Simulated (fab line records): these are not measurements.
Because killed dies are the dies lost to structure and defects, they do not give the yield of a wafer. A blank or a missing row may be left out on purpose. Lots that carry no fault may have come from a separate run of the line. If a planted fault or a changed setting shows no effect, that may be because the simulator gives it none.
fab line records    flow gf180mcu
record lots=12  wafers=36  last-day=34
route steps=602 shown V3@443 M4@465
lots that met no fault: from a run of the same line without faults
start-h: the number of hours between the record's first day and the start of the first shown wafer of the lot    wait-h: time in hours since the lot's previous step    " identical to the entry in the row above    L1.1+2: several wafers, shown together as one row    - no value present, or no start provided    * or withheld: withheld    < > ~ a bound
route shown NAME@n: names a module that has steps shown in the file, with the first one's number in the route    usual: average and standard deviation across the fault-free wafers    same: alike in all rows    chamber/n: place in a boat    sites: the reading at each site    _std_site: the values' standard deviation    _edge_site: mean of outer sites minus mean of inner sites    radius-mm: for every site, how far away it sits from the centre of the wafer    mask NAME#n: copy n    behind: the most recent tool/chamber to have shaped the wafer    hold: why the lot went on hold/how many hours it stayed there/how the hold came to an end    device: which transistor (n, p or np) failed to switch    end of line: the route-end tests of the same wafers    a step with no rows: only its recipe    killed: at the first sort, the dies lost to defects and structure; wafer yield is something else    map: per-die view of a wafer (x killed, . not killed, _ where there is no die)
set.NAME: the setting that was run; set.NAME@STEP: the one run at that earlier step    model.NAME: the simulator's own value behind a step, which no gauge read
a sample of lots followed through the steps of the route, with each step as a table and each wafer as a row
services: from which hour (start-h, from the record's first day; less than 0 if before it) a tool's chamber was out of use, for how many hours, and why
## steps
# step GF_V3_CD_MEAS_14
# recipe target-cd-nm=260
# usual cd-nm=259.8/1.1
lot.wafer  tool       chamber  start-h  wait-h  cd-nm
L323.2     cd-sem-02  -        509.42   0.1     259.4
L323.3     "          -        "        "       259.8
L323.6     "          -        "        "       259.5
L324.1     cd-sem-02  -        531.08   0.1     259.0
L324.2     "          -        "        "       259.0
L324.4     "          -        "        "       259.0
L325.2     cd-sem-02  -        533.77   0.1     262.1
L325.5     "          -        "        "       261.1
L325.6     "          -        "        "       261.6
L326.3     cd-sem-01  -        536.57   0.1     258.9
L326.4     "          -        "        "       258.7
L326.5     "          -        "        "       258.9
L327.1     cd-sem-02  -        555.58   0.1     259.7
L327.4     "          -        "        "       260.3
L327.5     "          -        "        "       261.3
L328.3     cd-sem-02  -        569.64   0.1     259.3
L328.4     "          -        "        "       259.3
L328.6     "          -        "        "       259.0
L330.1     cd-sem-01  -        576.80   0.1     259.3
L330.2     "          -        "        "       259.3
L330.6     "          -        "        "       259.4
L331.1     cd-sem-02  -        585.45   0.1     261.7
L331.3     "          -        "        "       260.3
L331.5     "          -        "        "       260.8
L333.1     cd-sem-01  -        599.83   0.1     259.6
L333.3     "          -        "        "       261.1
L333.5     "          -        "        "       260.5
L336.1     cd-sem-02  -        621.95   0.1     261.3
L336.2     "          -        "        "       260.3
L336.5     "          -        "        "       260.0
L341.3     cd-sem-02  -        658.82   0.1     259.5
L341.4     "          -        "        "       258.7
L341.5     "          -        "        "       259.4
L345.3     cd-sem-02  -        681.44   0.1     258.9
L345.4     "          -        "        "       258.7
L345.5     "          -        "        "       261.0
# step GF_V3_OVL_MEAS_15
# usual V3_OVL=0/6.1
lot.wafer  tool        chamber  start-h  wait-h  V3_OVL[nm]
L323.2     overlay-01  -        509.53   0.1     -2
L323.3     "           -        "        "       -8
L323.6     "           -        "        "       -9
L324.1     overlay-01  -        531.20   0.1     1
L324.2     "           -        "        "       7
L324.4     "           -        "        "       3
L325.2     overlay-01  -        533.88   0.1     -2
L325.5     "           -        "        "       -8
L325.6     "           -        "        "       -3
L326.3     overlay-01  -        536.67   0.1     12
L326.4     "           -        "        "       13
L326.5     "           -        "        "       12
L327.1     overlay-02  -        555.71   0.1     -4
L327.4     "           -        "        "       -13
L327.5     "           -        "        "       -10
L328.3     overlay-02  -        569.74   0.1     1
L328.4     "           -        "        "       4
L328.6     "           -        "        "       4
L330.1     overlay-01  -        576.92   0.1     3
L330.2     "           -        "        "       2
L330.6     "           -        "        "       -4
L331.1     overlay-01  -        585.57   0.1     -3
L331.3     "           -        "        "       6
L331.5     "           -        "        "       3
L333.1     overlay-01  -        599.95   0.1     2
L333.3     "           -        "        "       7
L333.5     "           -        "        "       -1
L336.1     overlay-02  -        622.07   0.1     -6
L336.2     "           -        "        "       -6
L336.5     "           -        "        "       3
L341.3     overlay-02  -        658.91   0.1     -3
L341.4     "           -        "        "       -6
L341.5     "           -        "        "       -2
L345.3     overlay-01  -        681.53   0.1     1
L345.4     "           -        "        "       -5
L345.5     "           -        "        "       5
# step GF_V3_SPUTTER_21
# recipe material=Ti  target-thk-nm=15  chamber-pressure-pa=5  power-w=2500  substrate-temp-c=200  time-s=80.02
# usual throttle-valve-pct=29.6/0.62
lot.wafer  tool            chamber  start-h  wait-h  throttle-valve-pct
L323.2     pvd-sputter-03  -        510.22   0.0     29.3
L323.3     "               -        "        "       30.5
L323.6     "               -        "        "       29.5
L324.1     pvd-sputter-01  -        531.90   0.0     28.9
L324.2     "               -        "        "       28.6
L324.4     "               -        "        "       29.3
L325.2     pvd-sputter-04  -        534.57   0.0     30.7
L325.5     "               -        "        "       29.8
L325.6     "               -        "        "       29.7
L326.3     pvd-sputter-04  -        537.35   0.0     30.2
L326.4     "               -        "        "       29.8
L326.5     "               -        "        "       29.8
L327.1     pvd-sputter-04  -        556.44   0.0     31.0
L327.4     "               -        "        "       29.9
L327.5     "               -        "        "       29.7
L328.3     pvd-sputter-04  -        570.43   0.0     29.8
L328.4     "               -        "        "       29.9
L328.6     "               -        "        "       29.8
L330.1     pvd-sputter-04  -        577.62   0.0     29.6
L330.2     "               -        "        "       29.8
L330.6     "               -        "        "       30.9
L331.1     pvd-sputter-01  -        586.27   0.0     29.6
L331.3     "               -        "        "       29.3
L331.5     "               -        "        "       28.6
L333.1     pvd-sputter-01  -        600.66   0.0     28.8
L333.3     "               -        "        "       28.6
L333.5     "               -        "        "       29.1
L336.1     pvd-sputter-01  -        622.78   0.0     29.2
L336.2     "               -        "        "       29.4
L336.5     "               -        "        "       29.1
L341.3     pvd-sputter-04  -        659.61   0.0     29.8
L341.4     "               -        "        "       29.8
L341.5     "               -        "        "       29.6
L345.3     pvd-sputter-01  -        682.22   0.0     28.7
L345.4     "               -        "        "       29.7
L345.5     "               -        "        "       29.9
# step GF_M4_COAT_09
# recipe resist=KrF  spin-rpm=withheld  resist-thk-nm=1000
# usual chill-plate-temp-C=22.99/0.11
lot.wafer  tool            chamber  start-h  wait-h  chill-plate-temp-C
L323.2     litho-track-01  0        522.48   0.1     22.73
L323.3     "               0        "        "       22.93
L323.6     "               0        "        "       22.93
L324.1     litho-track-03  0        543.73   0.1     22.89
L324.2     "               0        "        "       23.03
L324.4     "               0        "        "       23.10
L325.2     litho-track-01  0        546.78   0.1     22.92
L325.5     "               0        "        "       22.93
L325.6     "               0        "        "       22.97
L326.3     litho-track-03  0        549.48   0.1     23.10
L326.4     "               0        "        "       23.05
L326.5     "               0        "        "       23.04
L327.1     litho-track-03  0        568.28   0.1     23.08
L327.4     "               0        "        "       22.88
L327.5     "               0        "        "       23.00
L328.3     litho-track-01  0        582.05   0.1     23.09
L328.4     "               0        "        "       23.17
L328.6     "               0        "        "       22.85
L330.1     litho-track-03  0        589.03   0.1     23.03
L330.2     "               0        "        "       22.92
L330.6     "               0        "        "       22.97
L331.1     litho-track-01  0        597.50   0.1     23.08
L331.3     "               0        "        "       22.94
L331.5     "               0        "        "       23.09
L333.1     litho-track-01  0        612.35   0.1     23.02
L333.3     "               0        "        "       23.07
L333.5     "               0        "        "       23.22
L336.1     litho-track-03  0        633.98   0.1     22.88
L336.2     "               0        "        "       22.86
L336.5     "               0        "        "       23.09
L341.3     litho-track-03  0        669.93   0.1     22.99
L341.4     "               0        "        "       22.91
L341.5     "               0        "        "       22.99
L345.3     litho-track-02  0        692.63   0.1     22.74
L345.4     "               0        "        "       22.91
L345.5     "               0        "        "       23.03
# step GF_M4_STRIP_17
# recipe chemistry=O2/N2  power-w=1400  pressure-mtorr=1500  platen-temp-c=250  o2-flow-sccm=3000  n2-flow-sccm=300  overash-fraction=0.5
# usual drypump-motor-current-A=5.6/0.3  heater-power-w=323/16  oes-product-au=0.538/0.0055  strip-time-to-endpoint-s=7.39/0.071
lot.wafer  tool             chamber  start-h  wait-h  drypump-motor-current-A  heater-power-w  oes-product-au  rf-hours-counter-h  strip-time-to-endpoint-s
L323.2     plasma-asher-04  1        534.49   0.1     5.6                      336             0.545           41                  7.45
L323.3     "                1        "        "       5.6                      318             0.536           -                   7.27
L323.6     "                1        "        "       5.6                      326             0.545           -                   7.41
L324.1     plasma-asher-04  0        555.73   0.3     6.0                      320             0.544           44                  7.40
L324.2     "                1        "        "       5.7                      329             0.544           44                  7.44
L324.4     "                0        "        "       6.0                      328             0.542           -                   7.41
L325.2     plasma-asher-04  0        557.90   0.2     6.0                      323             0.536           44                  7.28
L325.5     "                1        "        "       5.6                      336             0.526           -                   7.37
L325.6     "                0        "        "       6.0                      334             0.535           -                   7.34
L326.3     plasma-asher-02  1        561.10   0.1     5.3                      313             0.524           -                   7.26
L326.4     "                0        "        "       5.5                      342             0.550           -                   7.48
L326.5     "                0        "        "       5.6                      333             0.548           -                   7.50
L327.1     plasma-asher-04  1        580.17   0.2     5.7                      322             0.548           46                  7.53
L327.4     "                1        "        "       5.7                      322             0.540           -                   7.49
L327.5     "                1        "        "       5.7                      327             0.531           -                   7.53
L328.3     plasma-asher-04  1        593.50   0.1     5.6                      321             0.534           -                   7.32
L328.4     "                0        "        "       6.0                      326             0.532           -                   7.36
L328.6     "                0        "        "       6.0                      327             0.534           -                   7.31
L330.1     plasma-asher-02  1        599.57   0.1     5.3                      304             0.548           16                  7.42
L330.2     "                0        "        "       5.6                      347             0.532           16                  7.44
L330.6     "                1        "        "       5.2                      317             0.540           -                   7.47
L331.1     plasma-asher-04  1        608.67   0.1     5.6                      332             0.541           49                  7.39
L331.3     "                0        "        "       5.9                      327             0.540           -                   7.44
L331.5     "                1        "        "       5.6                      333             0.537           -                   7.45
L333.1     plasma-asher-01  0        623.27   0.1     5.0                      334             0.540           96                  7.39
L333.3     "                0        "        "       5.0                      329             0.534           -                   7.34
L333.5     "                0        "        "       5.0                      328             0.537           -                   7.37
L336.1     plasma-asher-01  1        644.72   0.1     5.2                      280             0.537           98                  7.36
L336.2     "                0        "        "       5.0                      328             0.545           98                  7.51
L336.5     "                0        "        "       5.0                      324             0.534           -                   7.35
L341.3     plasma-asher-02  0        679.60   0.1     5.6                      347             0.514           -                   6.82
L341.4     "                1        "        "       5.3                      303             0.512           -                   6.80
L341.5     "                0        "        "       5.6                      335             0.513           -                   6.76
L345.3     plasma-asher-02  0        702.45   0.1     5.6                      338             0.541           -                   7.31
L345.4     "                1        "        "       5.3                      313             0.537           -                   7.37
L345.5     "                1        "        "       5.3                      304             0.536           -                   7.32
## services
tool             chamber  start-h  hours  kind
plasma-asher-04  -        497.19   1.0    repair
plasma-asher-02  -        501.29   2.5    repair
plasma-asher-04  -        514.39   1.4    repair
pvd-sputter-03   -        527.28   3.6    repair
pvd-sputter-04   -        538.64   5.5    repair
plasma-asher-02  -        544.21   14.6   pm
pvd-sputter-03   2        553.52   -      consumable-replace:kit
pvd-sputter-03   2        553.52   18.0   scheduled-down
pvd-sputter-03   2        553.52   18.0   vent-cycle
plasma-asher-04  -        568.84   0.5    repair
plasma-asher-04  -        569.80   2.8    pm
pvd-sputter-01   2        578.54   -      consumable-replace:kit
pvd-sputter-01   2        578.54   18.0   scheduled-down
pvd-sputter-01   2        578.54   18.0   vent-cycle
plasma-asher-02  -        586.08   1.6    repair
plasma-asher-01  -        593.84   1.2    repair
plasma-asher-02  -        625.20   1.8    repair
pvd-sputter-04   -        663.55   1.1    repair
pvd-sputter-03   1        666.79   -      consumable-replace:kit
plasma-asher-01  -        674.99   4.3    pm
pvd-sputter-04   3        692.64   -      consumable-replace:kit
pvd-sputter-04   3        692.64   18.0   scheduled-down
pvd-sputter-04   3        692.64   18.0   vent-cycle
pvd-sputter-01   -        696.19   2.8    repair
## key
first-sign step=GF_M4_STRIP_17  reading=strip-time-to-endpoint-s  direction=down  sigmas=8.4  usual=*  struck=*
effect step=GF_M4_STRIP_17  reading=oes-product-au  direction=down  sigmas=4.5  usual=0.538  struck=0.513
met-at GF_M4_COAT_09
struck-lots L341
not-acting-at GF_V3_CD_MEAS_14,GF_V3_OVL_MEAS_15,GF_V3_SPUTTER_21
onset-between 633.98 669.93
fault kind=process-parameter-drift  tool=litho-track-03  chamber=-  onset-h=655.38  steps=GF_M4_COAT_09  channel=resist-thk-nm  offset=*  shape=step  end-h=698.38  acts-in=*  stated=*
